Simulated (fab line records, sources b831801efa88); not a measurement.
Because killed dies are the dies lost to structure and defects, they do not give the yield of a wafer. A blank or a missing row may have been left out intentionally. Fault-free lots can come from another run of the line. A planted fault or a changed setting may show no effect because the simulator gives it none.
A single fault, viewed from 2 desks :: flow sky130 :: each desk has only its own numbers; what lay behind them comes last

FROM THE METROLOGY DESK
Lot by lot, what the gauges showed, no matter which tool ran the lot: averages of those sampled wafers that carry a number. The brackets show how far a lot's mean lies from the usual mean; more than 4 standard deviations puts the lot out of limits, marked OUT.
Columns: A = METAL4_OVL at SKY_METAL4_OVL_MEAS_14, usual 2 nm; B = VIA4_W_THK at SKY_VIA4_THK_MEAS_20, usual 497 nm
lot: L146
first seen here: day 42 01:40
A: 1
B: 500

lot: L148
first seen here: day 42 23:43
A: -5
B: 495

lot: L149
first seen here: day 43 01:48
A: -3
B: 501

lot: L150
first seen here: day 43 05:41
A: 3
B: 498

lot: L151
first seen here: day 43 16:20
A: -3
B: 487

lot: L152
first seen here: day 43 20:32
A: 3
B: 492

lot: L153
first seen here: day 44 05:35
A: 3
B: 498

lot: L160
first seen here: day 45 23:09
A: -3
B: 493

lot: L161
first seen here: day 46 03:53
A: 2
B: 494

lot: L162
first seen here: day 46 06:05
A: 11
B: 495

lot: L163
first seen here: day 46 09:51
A: -1
B: 501

lot: L164
first seen here: day 47 02:36
A: -1
B: 496

lot: L165
first seen here: day 47 15:06
A: 5
B: 491

lot: L167
first seen here: day 47 20:01
A: 6
B: 492

lot: L166
first seen here: day 48 01:49
A: 3
B: 494
This desk found nothing out of limits on any of the 15 lots.

TOOL OWNER'S DESK, iline_stepper-02
The tool's own readings at SKY_PASSIVATION_EXPOSE_08 (exposes mask NSM, target cd 3000 nm): means of the sampled wafers that have a number, for each lot that ran on this tool. The brackets show how far a lot's mean lies from the usual mean; more than 4 standard deviations puts the lot out of limits, marked OUT.
Columns: A = exposure_dose_mJ_cm2 at SKY_PASSIVATION_EXPOSE_08, usual 260.0; B = focus_offset_nm at SKY_PASSIVATION_EXPOSE_08, usual 0.0 nm
lot: L152
first seen here: day 46 06:36
A: 260.0
B: -0.2

lot: L164
first seen here: day 49 05:50
A: 260.3
B: -0.1

lot: L167
first seen here: day 49 20:40
A: 259.9
B: -0.2

lot: L166
first seen here: day 50 01:56
A: 260.0
B: -0.3
This desk found nothing out of limits on any of the 4 lots.

BROUGHT TOGETHER
From the metrology desk's view, nothing was out of limits.
The tool owner's desk saw nothing out of limits.

WHAT WAS PUT IN BY THE SIMULATOR
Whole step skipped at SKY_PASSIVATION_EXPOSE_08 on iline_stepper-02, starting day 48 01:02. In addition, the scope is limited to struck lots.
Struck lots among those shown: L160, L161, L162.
